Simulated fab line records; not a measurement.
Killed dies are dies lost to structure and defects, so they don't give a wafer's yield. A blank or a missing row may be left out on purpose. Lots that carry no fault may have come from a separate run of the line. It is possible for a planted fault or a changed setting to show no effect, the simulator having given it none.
Which tool is to blame? | flow gf180mcu | 38 wafers from 13 lots sampled at 4 of the route's 602 steps

== WHAT EACH GAUGE READ, for each wafer ==
GF_SAB_CD_MEAS_09 targets a cd of 420 nm.
lot  | measured     | on        | cd_nm (nm)
L321 | day 14 23:25 | cd_sem-01 | 423.0 420.2 421.9
L325 | day 16 07:55 | cd_sem-02 | 417.0 419.1 419.6
L326 | day 16 16:10 | cd_sem-02 | 415.5 416.6 417.0
L327 | day 17 04:16 | cd_sem-02 | 414.0 417.1 417.3
L328 | day 17 09:43 | cd_sem-02 | 416.9 419.8 419.1
L329 | day 18 01:35 | cd_sem-01 | 420.7 418.5 419.5
L330 | day 18 11:39 | cd_sem-02 | 421.2 421.3
L339 | day 21 18:58 | cd_sem-02 | 420.3 420.0 421.3
L340 | day 22 10:12 | cd_sem-02 | 419.1 417.2 418.5
L341 | day 22 11:24 | cd_sem-01 | 415.8 414.1 416.0
L342 | day 22 23:14 | cd_sem-01 | 418.9 417.8 419.0
L343 | day 23 02:26 | cd_sem-01 | 423.6 425.9 424.7
L344 | day 23 11:16 | cd_sem-02 | 421.4 422.9 421.6

GF_SALICIDE_THK_MEAS_05: measures by xrf.
lot  | measured     | on            | SALICIDE_TIN_THK (nm)
L321 | day 15 00:16 | film_metro-04 | 20.10 20.02 20.06
L325 | day 16 08:36 | film_metro-04 | 19.66 19.92 19.97
L326 | day 16 16:50 | film_metro-02 | 20.09 20.26 20.39
L327 | day 17 04:56 | film_metro-02 | 20.04 20.26 20.19
L328 | day 17 10:22 | film_metro-01 | 19.82 19.95 19.63
L329 | day 18 02:20 | film_metro-02 | 20.13 19.98 19.84
L330 | day 18 12:32 | film_metro-02 | 20.19 20.04
L339 | day 21 19:38 | film_metro-02 | 20.07 19.95 20.00
L340 | day 22 10:52 | film_metro-02 | 19.92 20.21 20.12
L341 | day 22 12:04 | film_metro-01 | 20.22 19.94 19.92
L342 | day 22 23:54 | film_metro-01 | 20.11 20.12 19.82
L343 | day 23 03:05 | film_metro-04 | 19.66 20.14 20.10
L344 | day 23 11:59 | film_metro-02 | 19.65 19.91 19.92

GF_CONTACT_THK_MEAS_03.
lot  | measured     | on            | CONTACT_CVD_02_THK (nm)
L321 | day 15 00:48 | film_metro-02 | 861 875 886
L325 | day 16 09:14 | film_metro-02 | 842 850 856
L326 | day 16 17:28 | film_metro-04 | 867 847 868
L327 | day 17 05:28 | film_metro-04 | 847 885 868
L328 | day 17 10:54 | film_metro-02 | 883 875 878
L329 | day 18 02:53 | film_metro-03 | 844 1269 854
L330 | day 18 13:09 | film_metro-02 | 846 1280
L339 | day 21 20:10 | film_metro-03 | 866 882 865
L340 | day 22 11:23 | film_metro-04 | 841 853 855
L341 | day 22 12:35 | film_metro-03 | 842 845 856
L342 | day 23 00:25 | film_metro-02 | 856 870 863
L343 | day 23 03:37 | film_metro-04 | 869 882 868
L344 | day 23 12:31 | film_metro-03 | 864 854 855

== TOOL THAT RAN EACH LOT (tool first, then ch and the chambers of the sampled wafers, then the start) ==
lot  | GF_CONTACT_CVD_02
L321 | pecvd-04 ch 1,2, day 15 00:44
L325 | pecvd-04 ch 0,1,2, day 16 09:10
L326 | pecvd-02 ch 0,1,2, day 16 17:23
L327 | pecvd-04 ch 0,1,2, day 17 05:23
L328 | pecvd-04 ch 0,1,2, day 17 10:50
L329 | pecvd-04 ch 0,1, day 18 02:47
L330 | pecvd-04 ch 0,2, day 18 13:05
L339 | pecvd-04 ch 0,1,2, day 21 20:05
L340 | pecvd-02 ch 1,2, day 22 11:19
L341 | pecvd-04 ch 0,2, day 22 12:31
L342 | pecvd-02 ch 0,1,2, day 23 00:20
L343 | pecvd-04 ch 0,1, day 23 03:31
L344 | pecvd-04 ch 0,1,2, day 23 12:26
- GF_CONTACT_CVD_02: deposits SiO2 from TEOS, target thk 860 nm, time 95.992 s.

== AS READ BY THE TOOLS THEMSELVES (means over the sampled wafers that have a number; for cases with no such wafer, the mark the record gives instead) ==
GF_CONTACT_CVD_02.
lot  | tool     | heater_power_w (W)
L321 | pecvd-04 | 780
L325 | pecvd-04 | 713
L326 | pecvd-02 | 583
L327 | pecvd-04 | 712
L328 | pecvd-04 | 671
L329 | pecvd-04 | 643
L330 | pecvd-04 | 740
L339 | pecvd-04 | 669
L340 | pecvd-02 | 657
L341 | pecvd-04 | 667
L342 | pecvd-02 | 602
L343 | pecvd-04 | 615
L344 | pecvd-04 | 696

== THE ANSWER, worked out from the rows above alone ==
Rule: the lots themselves supply what counts as usual. The widest of any qualifying gaps counts: lots, ordered by their means at a reading, are off when they make up no more than a third of the lots, leave a main group of 4 or more, and stand apart from it by 3 or more times the standard deviation of that group's means. A main group whose means are all the same, to the digits that the tables above print for the reading, isn't used. Also off: a lot with no number at a reading for which 4 or more lots have one. The other lots that the step has rows for count as sound. First the gauges in route order, then the tools' own readings, where a lot's mean is used as printed above. The first step at which some lot is off is used, and at that step the reading that is off furthest; a lot without a number counts as furthest.
Off: L329, L330, seen at GF_CONTACT_THK_MEAS_03 (CONTACT_CVD_02_THK). Main group: mean 863 nm, sd 10.
A tool fits if, at a process step before that reading, it ran every lot that is off, and no sound lot after the first of them. Gauges at GF_CONTACT_THK_MEAS_03: tried the same way as those tools. Of those tried, none fits.

== WHAT WAS PUT IN BY THE SIMULATOR ==
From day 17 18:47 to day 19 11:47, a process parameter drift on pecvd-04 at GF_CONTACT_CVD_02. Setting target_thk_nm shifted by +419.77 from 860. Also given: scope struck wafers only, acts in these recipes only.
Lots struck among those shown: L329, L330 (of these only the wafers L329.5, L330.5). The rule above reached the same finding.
